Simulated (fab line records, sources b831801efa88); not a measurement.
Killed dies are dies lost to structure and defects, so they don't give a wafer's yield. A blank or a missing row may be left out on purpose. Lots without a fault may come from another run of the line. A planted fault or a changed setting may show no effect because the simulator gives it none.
fab line records | flow sky130
record lots=13 wafers=39 last_day=50
route steps=708 shown CONTACT@407 METAL1@436 PAD_OPEN@708
lots that met no fault: from a run of the same line without faults
start_h: hours from the record's first day to the start of the lot's first wafer shown | wait_h: hours since the lot's step before | " the same as in the row above | L1.1+2: a row that stands for several wafers | - no value, or no start given | * or withheld: withheld | < > ~ a bound
route shown NAME@n: a module of which the file shows steps, and the number in the route of the first | usual: mean/standard deviation of fault-free wafers | same: alike in all rows | chamber/n: place in a boat | sites: the reading at each site | _std_site: their standard deviation | _edge_site: outer sites' mean less inner sites' | radius_mm: how far each site lies from the wafer's centre | mask NAME#n: copy n | behind: the tool/chamber that last shaped the wafer | hold: why the lot was held/for how many hours/how that ended | device: the transistor (n, p or np) that didn't switch | end of line: the same wafers' tests at the end of the route | a step without rows: its recipe alone | killed: dies lost to structure and defects at the first sort, not the wafer's yield | map: a wafer's dies, x killed, . not, _ none there
set.NAME: the setting as run; set.NAME@STEP: as run at that earlier step | model.NAME: the simulator's own value behind a step, which no gauge read
steps of the route over a sample of lots; a table a step, a row a wafer
services: from which hour (start_h, from the record's first day; less than 0 if before it) a tool's chamber was out of use, for how many hours, and why
## steps
# step SKY_CONTACT_THK_MEAS_01
# recipe reads=Si3N4_of_CONTACT_CVD_00
# usual CONTACT_CVD_00_THK=74.8/0.95
# columns lot.wafer tool chamber start_h wait_h CONTACT_CVD_00_THK[nm]
L530.2 film_metro-01 - 728.48 - 73.3
L530.3 " - " " 73.9
L530.4 " - " " 75.1
L531.1 film_metro-04 - 741.88 - 74.5
L531.4 " - " " 75.5
L531.6 " - " " 75.0
L532.1 film_metro-01 - 755.16 - 74.1
L532.3 " - " " 73.5
L532.5 " - " " 75.1
L533.1 film_metro-04 - 758.69 - 75.1
L533.4 " - " " 75.4
L533.6 " - " " 75.2
L534.2 film_metro-01 - 759.67 - 75.8
L534.4 " - " " 76.4
L534.6 " - " " 75.8
L535.1 film_metro-01 - 766.34 - 74.1
L535.3 " - " " 74.0
L535.6 " - " " 74.9
L537.2 film_metro-04 - 778.08 - 74.9
L537.5 " - " " 75.3
L537.6 " - " " 76.5
L536.1 film_metro-01 - 778.79 - 73.9
L536.2 " - " " 74.3
L536.3 " - " " 74.5
L538.1 film_metro-04 - 787.15 - 74.1
L538.2 " - " " 72.2
L538.3 " - " " 73.0
L539.2 film_metro-03 - 802.48 - 74.3
L539.3 " - " " 74.4
L539.6 " - " " 75.2
L540.2 film_metro-01 - 804.58 - 74.5
L540.3 " - " " 75.1
L540.5 " - " " 75.9
L541.2 film_metro-04 - 812.77 - 74.2
L541.4 " - " " 75.8
L541.5 " - " " 76.1
L549.4 film_metro-04 - 876.18 - 76.3
L549.5 " - " " 75.5
L549.6 " - " " 75.2
# step SKY_CONTACT_ETCH_18
# recipe target=Si3N4 chemistry=CHF3/O2 stop_on=TiN source_w=600 bias_w=200 pressure_mtorr=40 chf3_flow_sccm=50 O2_flow_sccm=5 time_s=39 target_depth_a=750
# usual drypump_motor_current_A=5.8/0.34 oes_product_au=0.854/0.0075 throttle_valve_pct=8.793/0.0095
# columns lot.wafer tool chamber start_h wait_h drypump_motor_current_A oes_product_au rf_hours_counter_h throttle_valve_pct
L530.2 rie_diel-03 1 757 - 6.2 0.851 0 8.784
L530.3 " 0 " " 5.9 0.845 18 8.785
L530.4 " 2 " " 5.9 0.853 5 8.793
L531.1 rie_diel-01 0 770 - 5.8 0.862 38 8.796
L531.4 " 3 " " 5.9 0.860 3 8.776
L531.6 " 2 " " 5.9 0.860 - 8.796
L532.1 rie_diel-01 0 784 - 5.8 0.848 39 8.780
L532.3 " 3 " " 5.9 0.845 4 8.798
L532.5 " 0 " " 5.8 0.855 - 8.796
L533.1 rie_diel-03 2 787 - 5.9 0.856 6 8.799
L533.4 " 1 " " 6.2 0.853 1 8.814
L533.6 " 3 " " 5.7 0.851 - 8.787
L534.2 rie_diel-01 3 787 - 5.9 0.862 4 8.784
L534.4 " 1 " " 6.3 0.864 12 8.793
L534.6 " 1 " " 6.2 0.858 - 8.800
L535.1 rie_diel-02 1 794 - 5.0 0.854 6 8.797
L535.3 " 3 " " 5.2 0.849 2 8.782
L535.6 " 1 " " 5.1 0.847 - 8.781
L537.2 rie_diel-01 3 806 - 5.9 0.855 5 8.789
L537.5 " 1 " " 6.2 0.861 - 8.801
L537.6 " 3 " " 5.9 0.867 - 8.797
L536.1 rie_diel-02 1 807 - 5.1 0.847 6 8.781
L536.2 " 0 " " 5.2 0.852 17 8.798
L536.3 " 3 " " 5.2 0.851 2 8.789
L538.1 rie_diel-02 0 814 - 5.3 0.850 17 8.769
L538.2 " 3 " " 5.3 0.838 2 8.768
L538.3 " 1 " " 5.0 0.844 7 8.788
L539.2 rie_diel-03 3 829 - 5.7 0.841 2 8.802
L539.3 " 1 " " 6.2 0.849 3 8.787
L539.6 " 1 " " 6.2 0.862 - 8.793
L540.2 rie_diel-01 3 832 - 5.9 0.852 6 8.781
L540.3 " 1 " " 6.2 0.859 14 8.788
L540.5 " 0 " " 5.7 0.862 - 8.804
L541.2 rie_diel-01 3 840 - 5.9 0.848 6 8.799
L541.4 " 1 " " 6.3 0.861 - 8.784
L541.5 " 0 " " 5.8 0.863 - 8.798
L549.4 rie_diel-03 2 903 - 5.9 0.858 10 8.793
L549.5 " 0 " " 5.9 0.857 - 8.792
L549.6 " 1 " " 6.2 0.719 - 8.771
# step SKY_CONTACT_STRIP_19
# recipe chemistry=O2/N2 power_w=1400 pressure_mtorr=1500 platen_temp_c=withheld o2_flow_sccm=3000 n2_flow_sccm=300 overash_fraction=0.5
# usual drypump_motor_current_A=5.8/0.47 oes_product_au=0.381/0.0049 strip_time_to_endpoint_s=3.61/0.031
# columns lot.wafer tool chamber start_h wait_h drypump_motor_current_A oes_product_au rf_hours_counter_h strip_time_to_endpoint_s
L530.2 plasma_asher-02 1 757.48 - 5.2 0.376 93 3.59
L530.3 " 1 " " 5.2 0.383 - 3.70
L530.4 " 0 " " 5.5 0.384 - 3.65
L531.1 plasma_asher-02 1 770.33 - 5.1 0.371 94 3.57
L531.4 " 0 " " 5.4 0.378 - 3.62
L531.6 " 1 " " 5.1 0.377 - 3.61
L532.1 plasma_asher-02 0 784.36 - 5.4 0.375 96 3.60
L532.3 " 1 " " 5.2 0.384 - 3.63
L532.5 " 1 " " 5.2 0.386 - 3.62
L533.1 plasma_asher-03 1 787.50 - 6.1 0.392 34 3.67
L533.4 " 0 " " 5.4 0.381 - 3.58
L533.6 " 1 " " 6.1 0.379 - 3.61
L534.2 plasma_asher-04 1 787.53 - 6.1 0.376 4 3.62
L534.4 " 1 " " 6.1 0.376 - 3.60
L534.6 " 0 " " 6.4 0.375 - 3.59
L535.1 plasma_asher-03 1 794.95 - 6.1 0.392 34 3.60
L535.3 " 0 " " 5.4 0.377 - 3.63
L535.6 " 0 " " 5.4 0.389 - 3.59
L537.2 plasma_asher-03 0 806.40 - 5.4 0.375 36 3.57
L537.5 " 0 " " 5.4 0.378 - 3.58
L537.6 " 1 " " 6.1 0.383 - 3.59
L536.1 plasma_asher-02 1 807.06 - 5.2 0.386 98 3.62
L536.2 " 0 " " 5.4 0.389 98 3.63
L536.3 " 1 " " 5.1 0.391 - 3.65
L538.1 plasma_asher-04 1 815.03 - 6.1 0.378 6 3.61
L538.2 " 0 " " 6.4 0.383 6 3.63
L538.3 " 0 " " 6.4 0.378 - 3.61
L539.2 plasma_asher-02 0 829.80 - 5.5 0.372 101 3.60
L539.3 " 1 " " 5.2 0.389 - 3.58
L539.6 " 1 " " 5.2 0.373 - 3.60
L540.2 plasma_asher-02 0 832.46 - 5.4 0.380 101 3.58
L540.3 " 1 " " 5.1 0.379 - 3.62
L540.5 " 1 " " 5.2 0.382 - 3.62
L541.2 plasma_asher-04 1 840.41 - 6.1 0.373 9 3.56
L541.4 " 1 " " 6.1 0.374 - 3.58
L541.5 " 1 " " 6.1 0.382 - 3.62
L549.4 plasma_asher-03 1 903.16 - 6.1 0.378 - 3.63
L549.5 " 0 " " 5.4 0.377 - 3.64
L549.6 " 1 " " 6.1 0.395 - 4.05
# step SKY_METAL1_SPUTTER_02
# recipe material=AlCu target_thk_nm=250 power_w=10600 time_s=13.3 chamber_pressure_pa=0.4
# usual throttle_valve_pct=30.1/1.2
# columns lot.wafer tool chamber start_h wait_h throttle_valve_pct
L530.2 pvd_sputter-02 - 758.78 0.0 29.3
L530.3 " - " " 30.5
L530.4 " - " " 28.9
L531.1 pvd_sputter-04 - 771.62 0.0 28.2
L531.4 " - " " 30.0
L531.6 " - " " 28.7
L532.1 pvd_sputter-02 - 785.65 0.0 29.1
L532.3 " - " " 29.8
L532.5 " - " " 29.9
L533.1 pvd_sputter-01 - 788.90 0.0 31.0
L533.4 " - " " 31.4
L533.6 " - " " 31.3
L534.2 pvd_sputter-02 - 788.95 0.0 29.2
L534.4 " - " " 29.6
L534.6 " - " " 29.2
L535.1 pvd_sputter-01 - 796.24 0.0 31.7
L535.3 " - " " 31.6
L535.6 " - " " 31.1
L537.2 pvd_sputter-01 - 807.74 0.0 31.5
L537.5 " - " " 31.2
L537.6 " - " " 31.2
L536.1 pvd_sputter-04 - 808.39 0.0 28.4
L536.2 " - " " 30.0
L536.3 " - " " 30.8
L538.1 pvd_sputter-01 - 816.36 0.0 32.1
L538.2 " - " " 31.4
L538.3 " - " " 31.2
L539.2 pvd_sputter-02 - 831.09 0.0 28.8
L539.3 " - " " 30.6
L539.6 " - " " 29.3
L540.2 pvd_sputter-01 - 833.75 0.0 31.4
L540.3 " - " " 31.4
L540.5 " - " " 31.4
L541.2 pvd_sputter-02 - 841.76 0.0 30.6
L541.4 " - " " 29.1
L541.5 " - " " 30.8
L549.4 pvd_sputter-01 - 904.43 0.0 31.9
L549.5 " - " " 31.6
# step SKY_PAD_OPEN_PROBE_99
# usual killed_at_M0_to_M3=44/7.2 killed_at_M4_up=2.9/1.8 killed_at_contacts=24/5.2 killed_at_front_end=15/4 killed_at_other=0.2/0.49 killed_dies=85/9.1 killed_on_rim=17/3.7 killed_open=47/6.8 killed_short=38/5.7
# same gross_dies=492 killed_at_back_side=0
# columns lot.wafer tool chamber start_h wait_h killed_at_M0_to_M3 killed_at_M4_up killed_at_contacts killed_at_front_end killed_at_other killed_dies killed_on_rim killed_open killed_short
L540.2 prober-02 - 1156.89 0.1 51 2 28 21 0 102 22 64 38
L540.3 prober-02 - 1156.94 0.2 49 1 30 14 1 95 16 59 36
L540.5 prober-02 - 1157.04 0.2 41 5 18 17 2 83 15 36 47
L541.2 prober-01 - 1164.47 0.1 42 3 19 12 0 76 17 39 37
L541.4 prober-01 - 1164.57 0.2 36 4 28 15 0 83 19 40 43
L541.5 prober-01 - 1164.62 0.2 43 2 22 18 0 85 20 37 48
L549.4 prober-01 - 1204.36 0.2 40 3 26 13 0 82 12 46 36
L549.5 prober-01 - 1204.41 0.2 44 4 18 13 1 80 18 44 36
L549.6 prober-01 - 1204.46 0.2 40 4 429 19 0 492 96 43 45
# killed by level:class
L540.2 CONTACT:geometric_particle:open=14 VIA2:geometric_particle:open=9 VIA3:geometric_particle:open=9 VIA1:geometric_particle:short=8 POLY_GATE:geometric_particle:short=7 LI_CONTACT:geometric_particle:open=7 VIA1:geometric_particle:open=7 METAL1:geometric_particle:short=5
L540.3 CONTACT:geometric_particle:open=17 VIA1:geometric_particle:open=16 VIA3:geometric_particle:open=8 VIA1:geometric_particle:short=6 METAL1:geometric_particle:short=5 METAL2:geometric_particle:short=5 POLY_GATE:geometric_particle:short=4 POLY_GATE:geometric_particle:open=4
L540.5 VIA1:geometric_particle:open=9 VIA1:geometric_particle:short=8 VIA3:geometric_particle:open=7 LOCAL_INTERCONNECT:geometric_particle:short=6 METAL1:geometric_particle:short=6 POLY_GATE:geometric_particle:short=5 CONTACT:geometric_particle:short=4 POLY_GATE:geometric_particle:open=3
L541.2 CONTACT:geometric_particle:open=8 VIA2:geometric_particle:open=7 METAL2:geometric_particle:short=7 METAL1:geometric_particle:short=6 FIELD_ISO:geometric_particle:open=5 LI_CONTACT:geometric_particle:short=5 VIA3:geometric_particle:open=5 LOCAL_INTERCONNECT:geometric_particle:short=4
L541.4 CONTACT:geometric_particle:open=11 LOCAL_INTERCONNECT:geometric_particle:short=9 METAL1:geometric_particle:short=8 VIA1:geometric_particle:open=6 METAL2:geometric_particle:short=5 FIELD_ISO:geometric_particle:open=4 CONTACT:geometric_particle:short=4 VIA2:geometric_particle:short=4
L541.5 CONTACT:geometric_particle:open=9 VIA1:geometric_particle:open=8 POLY_GATE:geometric_particle:short=6 LOCAL_INTERCONNECT:geometric_particle:short=6 METAL1:geometric_particle:short=6 VIA2:geometric_particle:short=6 VIA3:geometric_particle:short=6 METAL2:geometric_particle:short=5
L549.4 CONTACT:geometric_particle:open=10 VIA1:geometric_particle:open=10 LI_CONTACT:geometric_particle:open=7 VIA2:geometric_particle:open=5 FIELD_ISO:geometric_particle:open=4 METAL3:geometric_particle:short=4 VIA3:geometric_particle:short=4 FIELD_ISO:geometric_particle:short=3
L549.5 VIA3:geometric_particle:open=8 METAL1:geometric_particle:short=7 LI_CONTACT:geometric_particle:open=7 POLY_GATE:geometric_particle:open=6 VIA1:geometric_particle:open=6 CONTACT:geometric_particle:open=5 METAL2:geometric_particle:short=5 VIA2:geometric_particle:open=4
L549.6 CONTACT:area_etch=404 CONTACT:geometric_particle:open=11 METAL2:geometric_particle:short=9 VIA2:geometric_particle:open=8 VIA1:geometric_particle:open=8 FIELD_ISO:geometric_particle:short=7 METAL1:geometric_particle:short=6 LI_CONTACT:geometric_particle:open=5
## services
# columns tool chamber start_h hours kind
plasma_asher-04 - 733.75 9.0 pm
pvd_sputter-02 - 744.56 13.8 repair
rie_diel-01 2 746.35 3.0 repair
rie_diel-02 - 748.10 0.9 repair
pvd_sputter-02 - 753.37 1.3 repair
pvd_sputter-02 - 769.51 2.3 repair
plasma_asher-04 - 776.10 7.5 repair
rie_diel-01 1 779.37 3.6 repair
rie_diel-02 2 783.51 3.7 repair
plasma_asher-03 - 788.62 0.7 repair
plasma_asher-03 - 792.67 2.2 repair
rie_diel-01 0 798.06 - clean
rie_diel-01 0 798.06 29.5 scheduled_down
pvd_sputter-04 - 801.15 5.0 repair
plasma_asher-04 - 802.42 2.7 pm
rie_diel-02 2 802.92 45.2 repair
pvd_sputter-04 - 810.33 0.9 repair
rie_diel-01 2 834.36 16.5 repair
plasma_asher-04 - 835.15 0.3 repair
rie_diel-03 - 839.53 4.9 repair
plasma_asher-03 - 846.60 2.8 pm
pvd_sputter-04 - 850.83 2.8 repair
rie_diel-03 3 858.05 14.4 repair
rie_diel-01 0 864.29 14.0 repair
## key
first_sign step=SKY_CONTACT_ETCH_18 reading=oes_product_au direction=down sigmas=18 usual=0.854 struck=0.719
effect step=SKY_CONTACT_STRIP_19 reading=strip_time_to_endpoint_s direction=up sigmas=14 usual=* struck=*
effect step=SKY_PAD_OPEN_PROBE_99 reading=killed_at_contacts direction=up sigmas=77 usual=24 struck=429
more_kills_born_at SKY_CONTACT_ETCH_18@rie_diel-03=404
met_at SKY_CONTACT_ETCH_18
struck_lots L549
struck_wafers L549.6
later_rows_left_out L549.6
tester_left_out L549
not_acting_at SKY_CONTACT_THK_MEAS_01,SKY_METAL1_SPUTTER_02
onset_between 829 903
fault kind=process_parameter_drift tool=rie_diel-03 chamber=- onset_h=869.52 steps=SKY_CONTACT_ETCH_18 channel=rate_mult offset=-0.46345 shape=step end_h=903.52 scope=struck_wafers_only
# tester_left_out: of these lots the tester's yield and bins aren't shown, on N5 and GAA mostly nor the transistor test; their killed dies are dies lost to structure and defects alone, not to doping, threshold or leakage, so they don't give the yield
# later_rows_left_out: the simulator's readings of these wafers behind a module that went badly wrong aren't trusted and aren't shown, but for the sort
